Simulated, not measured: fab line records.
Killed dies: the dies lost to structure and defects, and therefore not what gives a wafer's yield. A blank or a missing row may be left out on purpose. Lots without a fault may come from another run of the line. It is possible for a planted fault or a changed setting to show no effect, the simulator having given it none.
Shared-tool check ; flow sky130 ; 39 wafers sampled across 13 lots

## THE REASON FOR OPENING IT
On 1 of the 13 lots, a flag is raised at SKY_SD_N_CD_MEAS_07 on the reading cd_nm. No-fault wafers: 379.4 nm, standard deviation 2.6.
Rule: a lot is flagged in two cases, either no wafer of it has a number, or all its wafers with numbers fall more than 4 standard deviations from that mean. As for the other lots, they are considered sound.

lot;measured;on;cd_nm (nm), wafer by wafer;flag
L679;day 28 05:02;cd_sem-01;377.9 381.5 378.8;
L680;day 28 17:10;cd_sem-02;377.5 377.8 377.3;
L681;day 29 02:52;cd_sem-01;377.6 376.2 376.3;
L683;day 29 13:35;cd_sem-01;377.0 380.5 376.3;
L684;day 29 21:47;cd_sem-01;332.3 332.5 330.0;FLAGGED
L685;day 30 07:16;cd_sem-01;381.1 381.7 383.5;
L692;day 32 18:14;cd_sem-01;381.2 380.9 380.9;
L693;day 33 04:22;cd_sem-01;377.5 377.8 377.0;
L694;day 33 08:17;cd_sem-01;380.4 378.7 377.7;
L697;day 34 04:01;cd_sem-01;379.5 378.3 379.0;
L699;day 34 19:56;cd_sem-01;375.6 374.4 374.3;
L700;day 35 02:08;cd_sem-02;376.2 377.7 377.0;
L701;day 35 23:16;cd_sem-01;378.9 377.2 379.9;
The numbers of the flagged lots are 331.6 nm on average: -47.8 nm against the usual, or -18 standard deviations.

## EACH LOT AND THE TOOL IT RAN ON
The record holds 2 process steps before the reading, out of a route of 708 steps. Cell contents, in order: the tool; ch with the chambers the sampled wafers went through; the start.
lot;flag;SKY_POLY_GATE_STRIP_18;SKY_SD_N_EXPOSE_04
L679;;plasma_asher-02 ch 1, day 16 16:26;iline_stepper-02 ch 0, day 27 14:22
L680;;plasma_asher-02 ch 0,1, day 17 05:30;iline_stepper-01 ch 0, day 28 03:27
L681;;plasma_asher-02 ch 0,1, day 17 07:02;iline_stepper-02 ch 0, day 28 13:37
L683;;plasma_asher-01 ch 0,1, day 18 04:34;iline_stepper-02 ch 0, day 28 23:26
L684;FLAGGED;plasma_asher-01 ch 0,1, day 18 13:42;iline_stepper-02 ch 0, day 29 07:39
L685;;plasma_asher-01 ch 0,1, day 18 23:24;iline_stepper-02 ch 0, day 29 17:35
L692;;plasma_asher-02 ch 0,1, day 21 16:38;iline_stepper-02 ch 0, day 32 05:05
L693;;plasma_asher-03 ch 0,1, day 22 05:09;iline_stepper-02 ch 0, day 32 14:08
L694;;plasma_asher-02 ch 0,1, day 22 08:50;iline_stepper-02 ch 0, day 32 18:50
L697;;plasma_asher-01 ch 0,1, day 23 06:46;iline_stepper-01 ch 0, day 33 15:01
L699;;plasma_asher-01 ch 0,1, day 24 01:40;iline_stepper-01 ch 0, day 34 06:17
L700;;plasma_asher-01 ch 0,1, day 24 09:01;iline_stepper-01 ch 0, day 34 13:38
L701;;plasma_asher-01 ch 0,1, day 25 06:40;iline_stepper-01 ch 0, day 35 10:10
What these steps do:
- SKY_POLY_GATE_STRIP_18: strips in O2/N2.
- SKY_SD_N_EXPOSE_04: exposes mask NSDM, target cd 380 nm.
- SKY_SD_N_CD_MEAS_07: target cd 380 nm.

## FLAGGED AGAINST TOTAL, ONE TOOL AT A TIME (gauges that did the reading follow at the end)
step;tool;lots run;flagged;share of the flagged lots;sound lots run after its first flagged lot
SKY_POLY_GATE_STRIP_18;plasma_asher-01;7;1;all;5 (L685,L697,L699,L700,L701)
SKY_POLY_GATE_STRIP_18;plasma_asher-02;5;0;none;-
SKY_POLY_GATE_STRIP_18;plasma_asher-03;1;0;none;-
SKY_SD_N_EXPOSE_04;iline_stepper-01;5;0;none;-
SKY_SD_N_EXPOSE_04;iline_stepper-02;8;1;all;4 (L685,L692,L693,L694)
SKY_SD_N_CD_MEAS_07;cd_sem-01;11;1;all;7 (L685,L692,L693,L694,L697,L699,L701)
SKY_SD_N_CD_MEAS_07;cd_sem-02;2;0;none;-

## WHAT IS ALLOWED BY THE TABLE
3 rows of the table ran every flagged lot: plasma_asher-01 at SKY_POLY_GATE_STRIP_18, iline_stepper-02 at SKY_SD_N_EXPOSE_04, cd_sem-01 at SKY_SD_N_CD_MEAS_07.
- plasma_asher-01 at SKY_POLY_GATE_STRIP_18: 1 of its 7 lots flagged. Sound lots followed the first flagged one (L685, L697, L699, L700, L701) on it, something a lasting fault affecting the whole tool could not allow.
- iline_stepper-02 at SKY_SD_N_EXPOSE_04: 1 of its 8 lots flagged. Sound lots followed the first flagged one (L685, L692, L693, L694) on it, something a lasting fault affecting the whole tool could not allow.
- cd_sem-01 at SKY_SD_N_CD_MEAS_07: 1 of its 11 lots flagged. Sound lots followed the first flagged one (L685, L692, L693, L694, L697, L699, L701) on it, something a lasting fault affecting the whole tool could not allow.
Not one row of the table ran every flagged lot while running no sound lot after the first.

## WHAT THE SIMULATOR HAD PUT IN
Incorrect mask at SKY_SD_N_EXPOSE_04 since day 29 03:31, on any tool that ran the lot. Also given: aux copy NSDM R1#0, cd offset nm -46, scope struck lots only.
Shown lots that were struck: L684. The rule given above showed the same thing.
